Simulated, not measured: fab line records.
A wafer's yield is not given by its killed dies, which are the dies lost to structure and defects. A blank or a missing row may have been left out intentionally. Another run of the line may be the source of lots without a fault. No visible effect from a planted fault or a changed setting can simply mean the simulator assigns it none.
What tool caused it? ; flow sky130 ; 14 lots, 42 wafers sampled, at 3 steps of a route of 708

## WHAT EACH GAUGE READ, for each wafer
The record holds no reading of a measuring or inspecting step that can be judged against a usual standard deviation.

## WHICH TOOL RAN EACH LOT (tool, then ch and the chambers of the sampled wafers, then the start)
lot;SKY_VIA3_SPUTTER_20;SKY_METAL4_SPUTTER_02;SKY_METAL4_SPUTTER_03
L238;pvd sputter-03, day 41 03:19;pvd sputter-01, day 41 04:15;pvd sputter-01, day 41 04:17
L241;pvd sputter-01, day 41 04:45;pvd sputter-03, day 41 05:39;pvd sputter-03, day 41 05:41
L237;pvd sputter-01, day 41 10:57;pvd sputter-03, day 41 11:47;pvd sputter-03, day 41 11:50
L240;pvd sputter-04, day 41 13:49;pvd sputter-02, day 41 14:31;pvd sputter-02, day 41 14:34
L243;pvd sputter-01, day 41 18:11;pvd sputter-01, day 41 18:54;pvd sputter-01, day 41 18:56
L244;pvd sputter-03, day 42 02:08;pvd sputter-02, day 42 02:53;pvd sputter-02, day 42 02:54
L245;pvd sputter-04, day 42 10:01;pvd sputter-02, day 42 10:44;pvd sputter-02, day 42 10:46
L246;pvd sputter-01, day 42 18:23;pvd sputter-03, day 42 19:07;pvd sputter-03, day 42 19:08
L248;pvd sputter-01, day 43 04:32;pvd sputter-02, day 43 05:23;pvd sputter-02, day 43 05:25
L249;pvd sputter-01, day 43 13:11;pvd sputter-03, day 43 14:02;pvd sputter-03, day 43 14:04
L250;pvd sputter-04, day 43 16:14;pvd sputter-03, day 43 16:57;pvd sputter-03, day 43 16:59
L251;pvd sputter-04, day 43 20:14;pvd sputter-03, day 43 20:57;pvd sputter-03, day 43 20:59
L255;pvd sputter-04, day 44 22:23;pvd sputter-02, day 44 23:08;pvd sputter-02, day 44 23:11
L260;pvd sputter-04, day 46 07:19;pvd sputter-03, day 46 08:02;pvd sputter-03, day 46 08:04
- SKY_VIA3_SPUTTER_20: material TiN, target thk 20 nm, time 80 s.
- SKY_METAL4_SPUTTER_02: material AlCu, target thk 735 nm, time 39.1 s.
- SKY_METAL4_SPUTTER_03: material Ti, target thk 5 nm, time 3.3 s.

## AS READ BY THE TOOLS THEMSELVES (means over the sampled wafers that have a number; for cases with no such wafer, the mark the record gives instead)
SKY_VIA3_SPUTTER_20. Usual: cathode dc power W 4000.0 W, standard deviation 0.65; chamber pressure pa 4.999 Pa, standard deviation 0.0096; throttle valve pct 30.3 %, standard deviation 1.2.
lot;tool;cathode dc power W (W);chamber pressure pa (Pa);throttle valve pct (%);flag
L238;pvd sputter-03;4000.1;5.006;29.5;
L241;pvd sputter-01;3999.9;4.994;30.4;
L237;pvd sputter-01;4000.0;4.987;31.1;
L240;pvd sputter-04;3999.8;4.983;30.4;
L243;pvd sputter-01;4000.4;4.993;31.1;
L244;pvd sputter-03;3999.8;4.994;29.1;
L245;pvd sputter-04;4000.0;4.995;29.6;
L246;pvd sputter-01;3999.4;5.005;30.3;
L248;pvd sputter-01;4000.0;4.997;31.0;
L249;pvd sputter-01;3999.6;5.007;31.1;
L250;pvd sputter-04;4000.0;4.997;31.2;
L251;pvd sputter-04;3999.8;5.000;30.1;
L255;pvd sputter-04;4000.0;4.996;29.9;
L260;pvd sputter-04;4000.6;5.001;30.5;

SKY_METAL4_SPUTTER_02. Usual: cathode dc power W 10600 W, standard deviation 2; chamber pressure pa 0.3997 Pa, standard deviation 0.00084; throttle valve pct 30.1 %, standard deviation 1.1.
lot;tool;cathode dc power W (W);chamber pressure pa (Pa);throttle valve pct (%);flag
L238;pvd sputter-01;10601;0.3991;31.1;
L241;pvd sputter-03;10597;0.3996;30.2;
L237;pvd sputter-03;10600;0.4003;31.2;
L240;pvd sputter-02;10600;0.3991;29.8;
L243;pvd sputter-01;10598;0.3995;31.7;
L244;pvd sputter-02;10600;0.4005;30.0;
L245;pvd sputter-02;10599;0.3996;31.0;
L246;pvd sputter-03;10600;0.3995;29.8;
L248;pvd sputter-02;10600;0.3999;30.5;
L249;pvd sputter-03;-;-;-;OFF
L250;pvd sputter-03;-;-;-;OFF
L251;pvd sputter-03;10602;0.3992;30.1;
L255;pvd sputter-02;10598;0.3993;30.0;
L260;pvd sputter-03;10600;0.4005;31.0;

SKY_METAL4_SPUTTER_03. Usual: cathode dc power W 2999.9 W, standard deviation 0.51; chamber pressure pa 0.3999 Pa, standard deviation 0.00075; throttle valve pct 30.1 %, standard deviation 1.1.
lot;tool;cathode dc power W (W);chamber pressure pa (Pa);throttle valve pct (%);flag
L238;pvd sputter-01;2999.8;0.4005;31.2;
L241;pvd sputter-03;2999.8;0.3995;30.1;
L237;pvd sputter-03;2999.2;0.3996;31.2;
L240;pvd sputter-02;3000.2;0.4010;29.9;
L243;pvd sputter-01;2999.7;0.3998;31.6;
L244;pvd sputter-02;2999.6;0.3994;30.0;
L245;pvd sputter-02;3000.1;0.4003;31.1;
L246;pvd sputter-03;2999.7;0.3997;29.8;
L248;pvd sputter-02;2999.6;0.4000;30.4;
L249;pvd sputter-03;3000.0;0.3999;28.9;
L250;pvd sputter-03;3000.0;0.4000;29.9;
L251;pvd sputter-03;3000.0;0.4001;30.0;
L255;pvd sputter-02;3000.2;0.3996;29.9;
L260;pvd sputter-03;3000.4;0.3996;31.0;

## THE ANSWER, worked out from the rows above alone
Rule: a lot is off if the mean of its wafers that have a number lies more than 3 standard deviations from the usual mean. A lot without any number at a reading at which 4 lots or more have one is off too. Any other lot the step has rows for is counted as sound. Order of review: gauges by route order, followed by the tools' own readings, for which a lot's mean as printed above is used. At the first step where some lot is off, the reading lying furthest off is the one used; lots without a number count as furthest.
Off at SKY_METAL4_SPUTTER_02 (cathode dc power W): L249, L250. Without a number there: L249, L250.
A tool fits if, at that step or a process step before it, it ran every lot that is off, and no sound lot after the first of them. None of those tried fits.

## WHAT THE SIMULATOR HAD PUT IN
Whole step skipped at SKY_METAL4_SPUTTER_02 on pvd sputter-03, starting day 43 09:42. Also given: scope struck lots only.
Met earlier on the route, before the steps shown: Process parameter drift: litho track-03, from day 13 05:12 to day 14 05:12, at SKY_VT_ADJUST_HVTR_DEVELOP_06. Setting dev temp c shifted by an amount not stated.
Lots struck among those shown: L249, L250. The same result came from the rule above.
